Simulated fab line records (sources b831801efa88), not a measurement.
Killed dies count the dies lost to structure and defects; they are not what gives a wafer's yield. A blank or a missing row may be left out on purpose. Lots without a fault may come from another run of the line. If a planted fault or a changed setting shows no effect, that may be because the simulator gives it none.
Comparing a struck lot with a sound one    flow gf180mcu    43 out of 602 route steps
Sound: these wafers, L132.1, L132.5, L132.6. Struck: wafers L140.2, L140.4, L140.5. The cause is named last.
For every step that has rows: the tool of each side, followed by ch and its chambers, followed by its first start. Under that, the readings that differ: sound wafers    struck wafers    difference of the means    sigmas: that difference in standard deviations of wafers without a fault.
alike: same words and numbers on both sides, and readings whose means sit less than 2 such deviations apart. not compared: any withheld reading, any reading some wafer has no value for, any bound like >300 that may hide the same value, and any number with overlapping values for which the record gives no deviation.
Wherever a step has rows on one side only, a row that says differs or no value, or a row with sigmas, the two part there. When numbers do not overlap yet have no deviation, they are printed without sigmas and do not part them. A reading missing from all wafers of one side parts the sides only when that side holds two or more wafers.

first, 1 step without rows for these wafers: GF_LVPWELL_IMPLANT_09.
GF_LVPWELL_STRIP_10: strips in O2/N2.
  sound on plasma asher-02 ch 0,1, day 4 17:30; struck on plasma asher-01 ch 0,1, day 7 00:40
  alike: drypump motor current A, heater power w, oes product au, strip time to endpoint s
  not compared: rf hours counter h
GF_LVPWELL_TW_MEAS_11:
  sound on film metro-04, day 4 17:36; struck on film metro-01, day 7 00:47
  alike: LVPWELL_TW
then, 7 steps without rows for these wafers: GF_MVSD_DEHYDRATE_00 (time 60 s); GF_MVSD_HMDS_01 (prime time 60 s); GF_MVSD_COAT_02 (resist thk 3000 nm); GF_MVSD_SOFTBAKE_03; GF_MVSD_EXPOSE_04 (exposes mask MVSD, target cd 1000 nm); GF_MVSD_PEB_05; GF_MVSD_DEVELOP_06 (develop time 60 s).
GF_MVSD_OVL_MEAS_07:
  sound on overlay-01, day 5 06:21; struck on overlay-01, day 7 16:15
  alike: MVSD_OVL
next, for these wafers, 1 step has no rows: GF_MVSD_IMPLANT_08.
GF_MVSD_IMPLANT_09:
  sound on implanter-04 ch 0, day 5 06:32; struck on implanter-04, day 7 16:28
  no value came back on the struck wafers for beam energy keV, beam on s (s); on the sound wafers beam energy keV reads 100.01 99.996 99.977
GF_MVSD_STRIP_10: strips in O2/N2.
  sound on plasma asher-03 ch 0,1, day 5 06:41; struck on plasma asher-01 ch 0,1, day 7 16:35
  alike: drypump motor current A, heater power w, oes product au, strip time to endpoint s
  not compared: rf hours counter h
GF_MVSD_TW_MEAS_11:
  sound on film metro-04, day 5 06:47; struck on film metro-01, day 7 16:41
reading  sound           struck          difference  sigmas
MVSD_TW  1562 1568 1564  1500 1511 1502  -60         -4
then, 7 steps without rows for these wafers: GF_MVPSD_DEHYDRATE_00 (time 60 s); GF_MVPSD_HMDS_01 (prime time 60 s); GF_MVPSD_COAT_02 (resist thk 3000 nm); GF_MVPSD_SOFTBAKE_03; GF_MVPSD_EXPOSE_04 (exposes mask MVPSD, target cd 1000 nm); GF_MVPSD_PEB_05; GF_MVPSD_DEVELOP_06 (develop time 60 s).
GF_MVPSD_OVL_MEAS_07:
  sound on overlay-02, day 5 21:06; struck on overlay-02, day 8 09:03
  alike: MVPSD_OVL
then, 2 steps without rows for these wafers: GF_MVPSD_IMPLANT_08; GF_MVPSD_IMPLANT_09.
GF_MVPSD_STRIP_10: strips in O2/N2.
  sound on plasma asher-01 ch 0,1, day 5 21:26; struck on plasma asher-01 ch 0,1, day 8 09:23
  alike: drypump motor current A, heater power w, oes product au, strip time to endpoint s
  not compared: rf hours counter h
GF_MVPSD_TW_MEAS_11:
  sound on film metro-01, day 5 21:32; struck on film metro-01, day 8 09:29
  alike: MVPSD_TW
then, 7 steps without rows for these wafers: GF_VT_IMPLANT_DEHYDRATE_00 (time 60 s); GF_VT_IMPLANT_HMDS_01 (prime time 60 s); GF_VT_IMPLANT_COAT_02 (resist thk 1000 nm); GF_VT_IMPLANT_SOFTBAKE_03 (time 58.84 s); GF_VT_IMPLANT_EXPOSE_04 (exposes mask LVPWELL LV AREA, target cd 600 nm); GF_VT_IMPLANT_PEB_05; GF_VT_IMPLANT_DEVELOP_06 (develop time 60 s).
GF_VT_IMPLANT_OVL_MEAS_07:
  sound on overlay-02, day 6 11:33; struck on overlay-01, day 9 02:09
  alike: VT_IMPLANT_OVL
next, for these wafers, 1 step has no rows: GF_VT_IMPLANT_IMPLANT_08.
GF_VT_IMPLANT_STRIP_09: strips in O2/N2.
  sound on plasma asher-02 ch 0,1, day 6 11:44; struck on plasma asher-03 ch 1, day 9 02:20
reading                      sound        struck       difference  sigmas
drypump motor current A (A)  5.3 5.3 6.3  6.6 6.6 6.6  +1.0        +2
  alike: heater power w, oes product au, strip time to endpoint s
  not compared: rf hours counter h
GF_VT_IMPLANT_TW_MEAS_10:
  sound on film metro-02, day 6 11:50; struck on film metro-02, day 9 02:26
  alike: VT_IMPLANT_TW
then, 4 steps without rows for these wafers: GF_VT_IMPLANT_DEHYDRATE_11 (time 60 s); GF_VT_IMPLANT_HMDS_12 (prime time 60 s); GF_VT_IMPLANT_COAT_13 (resist thk 1000 nm); GF_VT_IMPLANT_SOFTBAKE_14 (time 60 s).
-- the record jumps here: 2 days lie between the struck wafers' starts before and after --
GF_VT_IMPLANT_RS_MEAS_46: a four-point-probe measurement.
  sound on film metro-04, day 8 11:32; struck on film metro-03, day 11 08:07
reading           sound              struck  difference                     sigmas
MVSD_RS (ohm/sq)  457.4 457.0 457.6  - - -   no value on the struck wafers  

== WHERE THEY PART ==
At GF_MVSD_IMPLANT_09 first; at GF_VT_IMPLANT_RS_MEAS_46 last (within this record only).

WHY: what the simulator had put in
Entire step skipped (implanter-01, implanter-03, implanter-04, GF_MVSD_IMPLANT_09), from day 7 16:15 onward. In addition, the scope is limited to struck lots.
